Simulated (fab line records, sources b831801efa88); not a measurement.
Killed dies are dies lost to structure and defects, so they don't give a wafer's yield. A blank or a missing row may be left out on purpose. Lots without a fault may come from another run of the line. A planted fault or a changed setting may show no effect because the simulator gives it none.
Problem report in the 8D (eight disciplines) form, filled by code | flow gf180mcu | the parts of the form that need people (team, actions taken, sign-off) are left out

1. THE PROBLEM
cd_nm at GF_V5_CD_MEAS_14 reads a mean of 265.8 nm on 6 wafers of 2 lots; wafers without a fault read 260.2 nm with a standard deviation of 1.2. That is +4.6 standard deviations from the usual mean.
The step: target cd 260 nm.
First seen on wafer L707.2, day 30 16:34, on cd_sem-02. The record holds 33 wafers of 11 lots with a number at this step. Rule for "out", or "out of limits": more than 4 standard deviations from the usual mean. The other wafers with a number count as sound.

2. WHAT IT IS AND WHAT IT IS NOT
question                    | is                     | is not
which readings at this step | cd_nm                  | -
which lots                  | L707, L713             | L696, L698, L703, L706, L710, L714, L715, L717, L719
which wafers of those lots  | all that have a number | -
read on which gauges        | cd_sem-02              | cd_sem-01
when                        | from day 30 16:34      | up to then (12 sound wafers); but 15 sound wafers of L710, L714, L715, L717, L719 came after

3. SUSPECTS, AND WHAT RULES EACH OUT
Counting: a tool at a process step up to the reading stays a suspect if it ran every lot that is out and no sound lot after the first of them.
- the gauge at GF_V5_CD_MEAS_14: ruled out. All the wafers that are out were read on cd_sem-02, but those of them that GF_V5_PEB_12 has rows for are out there too, on other tools.
- rie_diel-02 at GF_M5_ETCH_09 (etches Si3N4 in CF4/O2, target depth 52 nm, time 11.6 s): ruled out as a lasting fault. Sound lots L710, L714, L715 ran on it after its first lot that is out, L707 (day 29 20:24).
- rie_metal-01 at GF_M5_METAL_ETCH_10 (etches the open film in Cl2/BCl3, stops on SiO2, target depth 750.8 nm, time 125.1 s): ruled out as a lasting fault. Sound lots L710, L714, L717 ran on it after its first lot that is out, L707 (day 29 20:26).
- litho_track-01 at GF_V5_PEB_12 (peb time 90 s): kept. It ran every lot that is out, first L707 (day 30 16:14), and no sound lot after that; its last sound lot up to then is L698 (day 27 20:45). Its own readings are out on those wafers: heater_power_total_W, plate_temp_C.
Left after counting: litho_track-01 at GF_V5_PEB_12.

4. THE CAUSE (what the simulator had put in)
Process parameter drift: litho_track-01, from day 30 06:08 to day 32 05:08, at GF_V5_PEB_12. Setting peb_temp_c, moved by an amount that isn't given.
Counting left only this tool.

5. THE CHAIN OF EFFECTS, in route order
Each row: a reading whose mean over the struck wafers that have a number lies more than 3 standard deviations from the usual. Only readings for which the record gives a usual standard deviation are gone through. hours: the time from each lot's start at the first step in this table that gives one to its start at this step, as a median over the lots. sigmas: the change in usual standard deviations.
hours | step             | reading              | usual    | on struck wafers | change | sigmas
0     | GF_V5_PEB_12     | heater_power_total_W | 85.69 W  | 87.47            | +1.78  | +21
0     | GF_V5_PEB_12     | plate_temp_C         | 134.98 C | 137.12           | +2.14  | +15
0     | GF_V5_CD_MEAS_14 | cd_nm                | 260.2 nm | 265.8            | +5.6   | +4.6
The process steps in it:
- GF_V5_PEB_12: peb time 90 s.
Later measuring or inspecting steps at which every struck wafer that the step has a row for has a number for every such reading, and none has moved that far: GF_TOP_METAL_RS_MEAS_05.

6. WHAT WOULD HAVE CAUGHT IT SOONER
In this record the first reading out of limits at a measuring or inspecting step was taken at day 30 16:34, 10 hours after the fault began at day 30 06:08.
The tool's own readings at GF_V5_PEB_12 were out on every struck wafer that the step has a row for (heater_power_total_W, plate_temp_C): an alarm limit on them would have fired on the first of those.
Of the lots that are out (2), L713 began GF_V5_PEB_12 on litho_track-01 after day 30 16:34. A hold on the tool at that time would have spared it.
